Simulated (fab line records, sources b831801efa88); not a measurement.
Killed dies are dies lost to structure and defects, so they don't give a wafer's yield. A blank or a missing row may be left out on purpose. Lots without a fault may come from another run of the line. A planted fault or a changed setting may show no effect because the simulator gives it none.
Chamber matching | flow gf180mcu | GF_CONTACT_CMP_27 on cmp-01: 4 sister chambers
The step polishes, stops on SiO2, t overpolish 15 s, target thk 0 nm. 8 wafers are shown with their chamber, then 9 later ones without.

WAFERS WITH THEIR CHAMBER
wafer  | chamber | motor_current_A (A) | time_to_endpoint_s (s)
L839.5 | 2       | 9.9                 | 77
L842.1 | 1       | 11.8                | 76
L847.3 | 2       | 10.6                | 70
L854.5 | 1       | 12.0                | 78
L854.6 | 0       | 11.1                | 72
L857.2 | 0       | 11.1                | 72
L857.3 | 3       | 10.6                | 67
L857.5 | 3       | 10.8                | 68

WAFERS WITHOUT THEIR CHAMBER
wafer  | motor_current_A (A) | time_to_endpoint_s (s)
L858.2 | 11.0                | 74
L858.3 | 10.9                | 69
L858.4 | 11.3                | 75
L859.2 | 10.8                | 65
L859.4 | 11.7                | 75
L859.6 | 10.7                | 71
L860.3 | 10.4                | 72
L860.5 | 10.3                | 72
L860.6 | 10.7                | 80

WHICH CHAMBER EACH WENT THROUGH
wafer  | from the rows above               | in truth
L858.2 | can't be placed: 0 or 3 or 2      | 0
L858.3 | can't be placed: 3 or 0           | 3
L858.4 | can't be placed: 0 or 1           | 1
L859.2 | can't be placed: 3 or 0           | 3
L859.4 | can't be placed: 1 or 0           | 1
L859.6 | can't be placed: 3 or 0 or 2      | 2
L860.3 | can't be placed: 2 or 3 or 0      | 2
L860.5 | can't be placed: 2 or 3           | 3
L860.6 | can't be placed: 2 or 0 or 1 or 3 | 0
Placed correctly: 0 of 9. Can't be placed from these rows: 9 (the true chamber is among the candidates in 9). Placed wrongly: 0.
How it was worked out, from the rows above alone: a wafer's distance from a chamber is the root of the sum, over the readings, of the square of ((its reading less the chamber's mean) divided by the reading's scatter). The wafer belongs to the nearest chamber; if the next one is less than 2 further off, it can't be placed. A chamber's mean is the mean of its shown wafers. The scatter: the root of (the sum of the squares of (reading less its chamber's mean) over the shown wafers, divided by (wafers less chambers)).
